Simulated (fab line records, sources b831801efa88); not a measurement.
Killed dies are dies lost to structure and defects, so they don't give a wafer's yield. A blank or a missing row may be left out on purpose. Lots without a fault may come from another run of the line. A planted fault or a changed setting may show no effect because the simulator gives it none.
Problem report in the 8D (eight disciplines) form, filled by code | flow sky130 | the parts of the form that need people (team, actions taken, sign-off) are left out

1. THE PROBLEM
POLY_GATE_OXIDATION_THK at SKY_POLY_GATE_THK_MEAS_21 reads a mean of 5.34 nm on 6 wafers of 2 lots; wafers without a fault read 3.98 nm with a standard deviation of 0.09. That is +15 standard deviations from the usual mean.
First seen on wafer L540.2, day 20 01:02, on film_metro-02. The record holds 36 wafers of 12 lots with a number at this step. Rule for "out", or "out of limits": more than 4 standard deviations from the usual mean. The other wafers with a number count as sound.

2. WHAT IT IS AND WHAT IT IS NOT
question                    | is                      | is not
which readings at this step | POLY_GATE_OXIDATION_THK | -
which lots                  | L540, L542              | L532, L533, L534, L537, L547, L550, L551, L552, L553, L554
which wafers of those lots  | all that have a number  | -
read on which gauges        | film_metro-02           | film_metro-01, film_metro-03
when                        | from day 20 01:02       | up to then (12 sound wafers); but 18 sound wafers of L547, L550, L551, L552, L553, L554 came after

3. SUSPECTS, AND WHAT RULES EACH OUT
Counting: a tool at a process step up to the reading stays a suspect if it ran every lot that is out and no sound lot after the first of them.
- the gauge at SKY_POLY_GATE_THK_MEAS_21: ruled out. All the wafers that are out were read on film_metro-02, but those of them that SKY_POLY_GATE_OXIDATION_20 has rows for are out there too, on other tools.
- furnace-01 at SKY_POLY_GATE_OXIDATION_20 (stabilise 600 s, purge 300 s, target thk 4 nm): ruled out as a lasting fault. Sound lots L550, L551 ran on it after its first lot that is out, L540 (day 19 23:46).
Left after counting: nothing in the record.

4. THE CAUSE (what the simulator had put in)
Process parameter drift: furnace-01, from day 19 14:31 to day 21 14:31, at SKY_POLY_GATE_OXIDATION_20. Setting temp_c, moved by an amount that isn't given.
Counting ruled it out, wrongly: the rule takes a fault to strike every lot that its tool runs from its start on, and this one did not.

5. THE CHAIN OF EFFECTS, in route order
Each row: a reading whose mean over the struck wafers that have a number lies more than 3 standard deviations from the usual. Only readings for which the record gives a usual standard deviation are gone through. hours: the time from each lot's start at the first step in this table that gives one to its start at this step, as a median over the lots. sigmas: the change in usual standard deviations.
hours | step                       | reading                 | usual   | on struck wafers | change | sigmas
0     | SKY_POLY_GATE_OXIDATION_20 | spike_tc_bottom_C       | 869.2 C | 892.8            | +23.6  | +16
0     | SKY_POLY_GATE_OXIDATION_20 | spike_tc_centre_C       | 851.0 C | 875.4            | +24.4  | +24
0     | SKY_POLY_GATE_OXIDATION_20 | spike_tc_lower_C        | 850.0 C | 873.9            | +23.9  | +18
0     | SKY_POLY_GATE_OXIDATION_20 | spike_tc_top_C          | 861.7 C | 882.4            | +20.7  | +7.1
0     | SKY_POLY_GATE_OXIDATION_20 | spike_tc_upper_C        | 848.2 C | 872.0            | +23.8  | +18
0     | SKY_POLY_GATE_OXIDATION_20 | zone_power_centre_pct   | 18.47 % | 19.92            | +1.45  | +5.0
1     | SKY_POLY_GATE_THK_MEAS_21  | POLY_GATE_OXIDATION_THK | 3.98 nm | 5.34             | +1.36  | +15
The process steps in it:
- SKY_POLY_GATE_OXIDATION_20: stabilise 600 s, purge 300 s, target thk 4 nm.

6. WHAT WOULD HAVE CAUGHT IT SOONER
In this record the first reading out of limits at a measuring or inspecting step was taken at day 20 01:02, 11 hours after the fault began at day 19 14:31.
The tool's own readings at SKY_POLY_GATE_OXIDATION_20 were out on every struck wafer that the step has a row for (spike_tc_bottom_C, spike_tc_centre_C, spike_tc_lower_C, spike_tc_top_C, spike_tc_upper_C): an alarm limit on them would have fired on the first of those.
